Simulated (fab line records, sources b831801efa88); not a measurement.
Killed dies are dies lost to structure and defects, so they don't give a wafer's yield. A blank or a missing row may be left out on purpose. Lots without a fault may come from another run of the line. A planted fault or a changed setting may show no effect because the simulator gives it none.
Which tool did it? | flow gf180mcu | 13 lots, 39 wafers sampled, at 5 steps of a route of 602

WHAT THE GAUGES READ, wafer by wafer
GF_VT_IMPLANT_OVL_MEAS_18.
lot  | measured     | on         | VT_IMPLANT_01_OVL (nm)
L806 | day 6 01:22  | overlay-02 | -0.3 0.6 -1.2
L808 | day 6 18:29  | overlay-01 | 1.1 2.9 2.8
L809 | day 6 21:15  | overlay-01 | -1.5 -1.1 -0.3
L811 | day 7 14:32  | overlay-02 | -0.5 -0.6 0.7
L813 | day 8 04:52  | overlay-01 | 1.6 1.6 3.0
L815 | day 8 13:43  | overlay-01 | -0.1 3.1 0.0
L816 | day 8 18:43  | overlay-02 | 1.9 0.5 1.4
L817 | day 9 05:40  | overlay-02 | 1.3 0.4 0.4
L818 | day 9 10:07  | overlay-01 | 0.0 0.1 2.1
L821 | day 10 03:43 | overlay-02 | 1.1 0.3 0.3
L822 | day 10 08:57 | overlay-02 | -0.1 -0.4 -0.2
L826 | day 11 10:39 | overlay-01 | 3.0 2.2 1.5
L828 | day 12 01:55 | overlay-01 | 0.5 1.6 0.5

GF_VT_IMPLANT_TW_MEAS_21.
lot  | measured     | on            | VT_IMPLANT_2_TW
L806 | day 6 01:39  | film_metro-01 | 1202 1202 1200
L808 | day 6 18:47  | film_metro-01 | 1203 1213 1204
L809 | day 6 21:32  | film_metro-04 | 1194 1197 1193
L811 | day 7 14:50  | film_metro-01 | 1212 1214 1214
L813 | day 8 05:10  | film_metro-04 | 1198 1201 1206
L815 | day 8 14:01  | film_metro-04 | 1204 1198 1204
L816 | day 8 19:00  | film_metro-02 | 1210 1205 1203
L817 | day 9 05:58  | film_metro-01 | 1197 1201 1202
L818 | day 9 10:25  | film_metro-02 | 1257 1258 1258
L821 | day 10 04:01 | film_metro-02 | 1255 1259 1257
L822 | day 10 09:14 | film_metro-01 | 1203 1193 1202
L826 | day 11 10:56 | film_metro-01 | 1187 1189 1188
L828 | day 12 02:13 | film_metro-02 | 1221 1222 1230

WHICH TOOL RAN EACH LOT (tool, then ch and the chambers of the sampled wafers, then the start)
lot  | GF_STI_CMP_25                | GF_MVSD_STRIP_10                    | GF_VT_IMPLANT_IMPLANT_19
L806 | cmp-02 ch 0,1,3, day 2 03:19 | plasma_asher-02 ch 0,1, day 4 07:39 | implanter-03 ch 0, day 6 01:24
L808 | cmp-01 ch 0,1,2, day 2 15:14 | plasma_asher-04 ch 0,1, day 4 22:12 | implanter-04 ch 0, day 6 18:32
L809 | cmp-02 ch 0,1,2, day 2 19:39 | plasma_asher-02 ch 0,1, day 5 01:38 | implanter-02 ch 0, day 6 21:18
L811 | cmp-02 ch 0,1, day 3 07:17   | plasma_asher-01 ch 0,1, day 5 17:29 | implanter-02 ch 0, day 7 14:35
L813 | cmp-02 ch 1,2, day 3 16:55   | plasma_asher-02 ch 1, day 6 05:46   | implanter-02 ch 0, day 8 04:55
L815 | cmp-01 ch 1,2,3, day 4 03:32 | plasma_asher-04 ch 0,1, day 6 14:17 | implanter-04 ch 0, day 8 13:48
L816 | cmp-01 ch 0,3, day 4 07:05   | plasma_asher-04 ch 0,1, day 6 19:36 | implanter-03 ch 0, day 8 18:45
L817 | cmp-02 ch 0,2,3, day 4 16:21 | plasma_asher-02 ch 0,1, day 7 05:36 | implanter-04 ch 0, day 9 05:43
L818 | cmp-01 ch 1,3, day 4 19:13   | plasma_asher-02 ch 0,1, day 7 08:38 | implanter-04 ch 0, day 9 10:12
L821 | cmp-01 ch 1,2,3, day 5 09:17 | plasma_asher-04 ch 0,1, day 8 00:58 | implanter-04 ch 0, day 10 03:46
L822 | cmp-02 ch 0,1,2, day 5 13:37 | plasma_asher-02 ch 0,1, day 8 06:13 | implanter-03 ch 0, day 10 09:00
L826 | cmp-02 ch 0,1,3, day 6 10:14 | plasma_asher-01 ch 0,1, day 9 04:45 | implanter-02 ch 0, day 11 10:42
L828 | cmp-02 ch 0,3, day 6 21:35   | plasma_asher-02 ch 0,1, day 9 18:31 | implanter-02 ch 0, day 12 01:59
- GF_STI_CMP_25: polishes, stops on Si3N4, t overpolish 33 s, target thk 524.6 nm.
- GF_MVSD_STRIP_10: strips in O2/N2.
- GF_VT_IMPLANT_IMPLANT_19

WHAT THE TOOLS THEMSELVES READ (means of the sampled wafers that have a number; where no wafer has one, the mark that the record gives instead)
GF_STI_CMP_25.
lot  | tool   | motor_current_A (A) | overpolish_run_s (s) | time_to_endpoint_s (s)
L806 | cmp-02 | 11.7                | 33.000               | 116
L808 | cmp-01 | 11.9                | 32.996               | 126
L809 | cmp-02 | 11.3                | 33.005               | 118
L811 | cmp-02 | 11.0                | 33.004               | 119
L813 | cmp-02 | 11.0                | 32.997               | 124
L815 | cmp-01 | 12.6                | 32.994               | 119
L816 | cmp-01 | 11.7                | 33.000               | 116
L817 | cmp-02 | 12.0                | 33.004               | 120
L818 | cmp-01 | 12.6                | 32.996               | 115
L821 | cmp-01 | 12.7                | 32.993               | 116
L822 | cmp-02 | 11.5                | 32.996               | 125
L826 | cmp-02 | 11.9                | 32.991               | 126
L828 | cmp-02 | 12.5                | 32.998               | 123

GF_MVSD_STRIP_10.
lot  | tool            | chamber_pressure_mTorr (mTorr) | drypump_motor_current_A (A) | heater_power_w (W) | oes_product_au (a.u.) | strip_time_to_endpoint_s (s)
L806 | plasma_asher-02 | 1499.6                         | 6.07                        | 345                | 0.728                 | 36.89
L808 | plasma_asher-04 | 1499.8                         | 6.15                        | 310                | 0.725                 | 36.98
L809 | plasma_asher-02 | 1499.4                         | 6.06                        | 347                | 0.724                 | 37.09
L811 | plasma_asher-01 | 1500.4                         | 6.19                        | 383                | 0.723                 | 36.96
L813 | plasma_asher-02 | 1500.9                         | 5.99                        | 375                | 0.725                 | 36.98
L815 | plasma_asher-04 | 1498.5                         | 6.15                        | 315                | 0.723                 | 36.94
L816 | plasma_asher-04 | 1500.5                         | 6.12                        | 302                | 0.722                 | 37.07
L817 | plasma_asher-02 | 1500.3                         | 6.05                        | 359                | 0.727                 | 36.90
L818 | plasma_asher-02 | 1500.5                         | 6.04                        | 354                | 0.718                 | 37.02
L821 | plasma_asher-04 | 1500.0                         | 6.12                        | 302                | 0.721                 | 36.94
L822 | plasma_asher-02 | 1500.9                         | 6.03                        | 358                | 0.721                 | 36.88
L826 | plasma_asher-01 | 1498.0                         | 6.17                        | 380                | 0.722                 | 37.10
L828 | plasma_asher-02 | 1499.6                         | 6.03                        | 355                | 0.723                 | 36.78

GF_VT_IMPLANT_IMPLANT_19.
lot  | tool         | beam_energy_keV
L806 | implanter-03 | 100.00
L808 | implanter-04 | 100.02
L809 | implanter-02 | 100.00
L811 | implanter-02 | 99.98
L813 | implanter-02 | 99.96
L815 | implanter-04 | 99.97
L816 | implanter-03 | 100.04
L817 | implanter-04 | 99.98
L818 | implanter-04 | 111.62
L821 | implanter-04 | 111.65
L822 | implanter-03 | 99.96
L826 | implanter-02 | 100.03
L828 | implanter-02 | 99.97

THE ANSWER, worked out from the rows above alone
Rule: what is usual is taken from the lots themselves. Put in order of their means at a reading, lots are off if they are a third of the lots or fewer, leave a main group of 4 or more, and stand apart from it by a gap of 3 or more times the standard deviation of the main group's means; of several such gaps the widest counts. A main group whose means are all the same, to the digits that the tables above print for the reading, isn't used. A lot without any number at a reading at which 4 lots or more have one is off too. The other lots that the step has rows for count as sound. The gauges are gone through in route order, then the tools' own readings, and for those a lot's mean is taken as printed above. The first step at which some lot is off is used, and at that step the reading that is off furthest; a lot without a number counts as furthest.
Off: L818, L821, at GF_VT_IMPLANT_TW_MEAS_21 (VT_IMPLANT_2_TW). The main group: mean 1203, standard deviation 9.1.
A tool fits if, at a process step before that reading, it ran every lot that is off, and no sound lot after the first of them. The gauges at GF_VT_IMPLANT_TW_MEAS_21 aren't tried: what is off there is off at GF_VT_IMPLANT_IMPLANT_19 too, on other tools, and a gauge's error can't cause that. Can't be told from this: 2 tools fit, cmp-01 at GF_STI_CMP_25, implanter-04 at GF_VT_IMPLANT_IMPLANT_19.

WHAT THE SIMULATOR HAD PUT IN
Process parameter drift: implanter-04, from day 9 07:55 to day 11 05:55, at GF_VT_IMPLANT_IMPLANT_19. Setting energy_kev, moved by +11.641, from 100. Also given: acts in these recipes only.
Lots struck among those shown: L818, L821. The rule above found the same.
